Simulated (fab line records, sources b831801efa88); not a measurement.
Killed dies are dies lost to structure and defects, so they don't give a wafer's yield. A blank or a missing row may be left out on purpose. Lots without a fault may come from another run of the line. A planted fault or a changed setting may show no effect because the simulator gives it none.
A struck lot beside a sound one | flow sky130 | 22 steps out of a route of 708
Sound: wafers L440.1, L440.2, L440.3. Struck: wafer L447.1. (L447.3, L447.6 of the same lot were not struck and are left out.) The cause comes at the end.
At each step with rows: each side's tool, then ch and its chambers, then its first start. Under that, the readings that differ: sound wafers | struck wafers | difference of the means | sigmas: that difference in standard deviations of wafers without a fault.
alike: readings whose means differ by less than 2 such deviations, and words and numbers that are the same on both sides. not compared: withheld readings, readings that some wafer has no value for, bounds like >300 that may hide the same value, and numbers for which the record gives no deviation and whose values overlap.
The two part at a step that has a row with sigmas, a row that says differs or no value, or rows on one side only. Numbers that don't overlap but have no deviation are shown without sigmas and don't part them. A reading that every wafer of one side lacks parts them only if that side has two wafers or more.

first, 1 step without rows for these wafers: SKY_LOCAL_INTERCONNECT_CLEAN_18 (cleans in O3/DIW).
SKY_CONTACT_CVD_00: deposits Si3N4, target thk 75 nm.
  sound on pecvd-01 ch 0,1,2, day 32 09:31; struck on pecvd-01 ch 0, day 34 10:25
  reading            | sound       | struck | difference | sigmas
  heater_power_w (W) | 889 546 711 | 1031   | +316       | +3
SKY_CONTACT_THK_MEAS_01:
  sound on film_metro-01, day 32 09:33; struck on film_metro-04, day 34 10:27
  alike: CONTACT_CVD_00_THK
then, 1 step without rows for these wafers: SKY_CONTACT_HDPCVD_02 (deposits SiO2, target thk 565 nm, time 94.2 s).
SKY_CONTACT_THK_MEAS_03:
  sound on film_metro-04, day 32 09:41; struck on film_metro-02, day 34 10:34
  alike: CONTACT_HDPCVD_THK
SKY_CONTACT_CMP_04: polishes SiO2.
  sound on cmp-01 ch 1,2,3, day 32 09:44; struck on cmp-01 ch 0, day 34 10:41
  alike: head_pressure_psi, motor_current_A, time_to_endpoint_s
SKY_CONTACT_BOW_MEAS_05:
  sound on film_metro-04, day 32 10:02; struck on film_metro-02, day 34 10:56
  reading          | sound    | struck | difference | sigmas
  CONTACT_BOW (um) | 80 85 77 | 96     | +15        | +2
then, 5 steps without rows for these wafers: SKY_CONTACT_DEHYDRATE_06 (time 60 s); SKY_CONTACT_HMDS_07 (prime time 60 s); SKY_CONTACT_COAT_08 (resist thk 60 nm); SKY_CONTACT_COAT_09 (resist thk 450 nm); SKY_CONTACT_SOFTBAKE_10 (time 90 s).
SKY_CONTACT_EXPOSE_11: exposes mask CTM1, target cd 170 nm.
  sound on krf_scanner-02 ch 0, day 33 00:05; struck on krf_scanner-01 ch 0, day 35 01:04
  alike: mask, exposure_dose_mJ_cm2, reticle_temp_C, stage_vel_mm_s
then, 2 steps without rows for these wafers: SKY_CONTACT_PEB_12; SKY_CONTACT_DEVELOP_13 (develop time 60 s).
SKY_CONTACT_CD_MEAS_14: target cd 170 nm.
  sound on cd_sem-02, day 33 13:12; struck on cd_sem-02, day 35 13:34
  reading    | sound             | struck | difference | sigmas
  cd_nm (nm) | 169.4 168.1 168.7 | 150.5  | -18.2      | -15
SKY_CONTACT_OVL_MEAS_15:
  sound on overlay-02, day 33 13:19; struck on overlay-02, day 35 13:41
  alike: CONTACT_OVL
SKY_CONTACT_ETCH_16: etches BARC in N2/H2, stops on SiO2, time 45.9 s, target depth 60 nm.
  sound on rie_diel-03 ch 0,1,3, day 33 13:22; struck on rie_diel-03 ch 1, day 35 13:43
  reading                  | sound           | struck | difference | sigmas
  rf_hours_counter_h (h)   | 14 14 6         | 15     | +4         |
  model.CONTACT.cd_nm (nm) | 170 168.2 168.6 | 151.1  | -17.8      |
  alike: drypump_motor_current_A, n2_flow_sccm, oes_product_au, throttle_valve_pct
SKY_CONTACT_ETCH_17: etches SiO2 in C4F8/O2/Ar, stops on Si3N4, target depth 340 nm.
  sound on rie_diel-03 ch 0,1,3, day 33 13:24; struck on rie_diel-03 ch 1, day 35 13:45
  reading               | sound             | struck | difference | sigmas
  oes_product_au (a.u.) | 0.886 0.890 0.888 | 0.900  | +0.012     | +3
SKY_CONTACT_ETCH_18: etches Si3N4 in CHF3/O2, stops on TiN, time 39 s, target depth 75 nm.
  sound on rie_diel-03 ch 0,1,3; struck on rie_diel-03 ch 1
  reading                  | sound             | struck | difference | sigmas
  model.CONTACT.cd_nm (nm) | 169.8 168.3 168.3 | 150.7  | -18.1      |
  alike: drypump_motor_current_A, oes_product_au, throttle_valve_pct
  not compared: rf_hours_counter_h
SKY_CONTACT_STRIP_19: strips in O2/N2.
  sound on plasma_asher-03 ch 0,1, day 33 13:29; struck on plasma_asher-03 ch 1, day 35 13:50
  alike: drypump_motor_current_A, n2_flow_sccm, oes_product_au, strip_time_to_endpoint_s
  not compared: rf_hours_counter_h
-- the record jumps here: 13 days lie between the struck wafers' starts before and after (it left off in module CONTACT and takes up again in module PAD_OPEN, whose first step shown is number 708 of the route) --
SKY_PAD_OPEN_PROBE_99:
  sound on prober-02, day 47 06:38; struck on prober-01, day 48 21:05
  reading                       | sound             | struck | difference | sigmas
  killed_at_M0_to_M3            | 54 34 32          | 55     | +15        | +2
  model.etest.mcon_chain.rc_ohm | 16.55 16.87 16.68 | 19.53  | +2.83      |
  alike: killed_at_M4_up, killed_at_contacts, killed_at_front_end, killed_at_other, killed_dies, killed_open, killed_short

WHERE THEY PART
First at SKY_CONTACT_CVD_00; last, within this record, at SKY_PAD_OPEN_PROBE_99.

WHY: what the simulator had put in
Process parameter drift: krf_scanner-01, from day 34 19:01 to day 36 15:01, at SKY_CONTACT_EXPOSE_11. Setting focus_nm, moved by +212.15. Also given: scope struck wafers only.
